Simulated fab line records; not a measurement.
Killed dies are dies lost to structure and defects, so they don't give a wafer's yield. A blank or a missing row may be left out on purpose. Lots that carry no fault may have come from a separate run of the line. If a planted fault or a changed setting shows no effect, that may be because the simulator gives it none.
Which tool was responsible?    flow sky130    11 lots, 33 wafers sampled, at 2 steps of a route of 708

## WHAT THE GAUGES SHOWED, per wafer
SKY_CONTACT_BOW_MEAS_05. Usual: for CONTACT_BOW the level is 83 um and the standard deviation is 7.1.
lot   measured      on             CONTACT_BOW (um)  flag
L454  day 30 21:36  film-metro-03  80 80 94          
L455  day 31 05:57  film-metro-04  98 80 83          
L456  day 31 20:49  film-metro-03  84 79 73          
L457  day 31 22:43  film-metro-03  84 81 85          
L459  day 32 16:23  film-metro-04  90 82 86          
L460  day 32 23:43  film-metro-04  76 79 96          
L463  day 33 20:04  film-metro-04  89 81 87          
L464  day 34 08:56  film-metro-01  99 82 87          
L465  day 34 10:16  film-metro-03  86 84 85          
L472  day 36 13:38  film-metro-03  76 67 85          
L475  day 37 14:34  film-metro-01  69 88 87          

SKY_CONTACT_RS_MEAS_25: measurement is done with a four-point probe. Usual: for CONTACT_W_RS the level is 0.339 ohm/sq and the standard deviation is 0.0065.
lot   measured      on             CONTACT_W_RS (ohm/sq)  flag
L454  day 32 02:03  film-metro-04  0.333 0.336 0.335      
L455  day 32 10:11  film-metro-04  0.344 0.350 0.345      
L456  day 33 00:47  film-metro-01  0.333 0.331 0.336      
L457  day 33 02:34  film-metro-03  0.347 0.347 0.343      
L459  day 33 20:18  film-metro-01  0.338 0.342 0.343      
L460  day 34 03:05  film-metro-04  0.336 0.339 0.338      
L463  day 34 23:38  film-metro-01  0.343 0.348 0.348      
L464  day 35 12:28  film-metro-01  0.331 0.332 0.335      
L465  day 35 13:52  film-metro-01  0.331 0.333 0.332      
L472  day 37 16:13  film-metro-03  0.333 0.331 0.332      
L475  day 38 16:20  film-metro-03  0.336 0.332 0.331      

## WHAT TOOL EACH LOT RAN ON (gives the tool, then ch and the chambers of the sampled wafers, and finally the start)
Record: no process step prior to these readings.

## WHAT THE TOOLS THEMSELVES READ (means of the sampled wafers that have a number; where no wafer has one, the mark that the record gives instead)
The record holds no such reading with a usual standard deviation.

## THE ANSWER, worked out from the rows above alone
Rule: take the mean of a lot's wafers that have a number; if it is more than 3 standard deviations from the usual mean, the lot is off. A lot without any number at a reading at which 4 lots or more have one is off too. The other lots that the step has rows for count as sound. Order of review: gauges by route order, followed by the tools' own readings, for which a lot's mean as printed above is used. The first step at which some lot is off is used, and at that step the reading that is off furthest; a lot without a number counts as furthest.
Nothing can be told from this: no lot is off at any reading shown.

## WHAT THE SIMULATOR PUT IN
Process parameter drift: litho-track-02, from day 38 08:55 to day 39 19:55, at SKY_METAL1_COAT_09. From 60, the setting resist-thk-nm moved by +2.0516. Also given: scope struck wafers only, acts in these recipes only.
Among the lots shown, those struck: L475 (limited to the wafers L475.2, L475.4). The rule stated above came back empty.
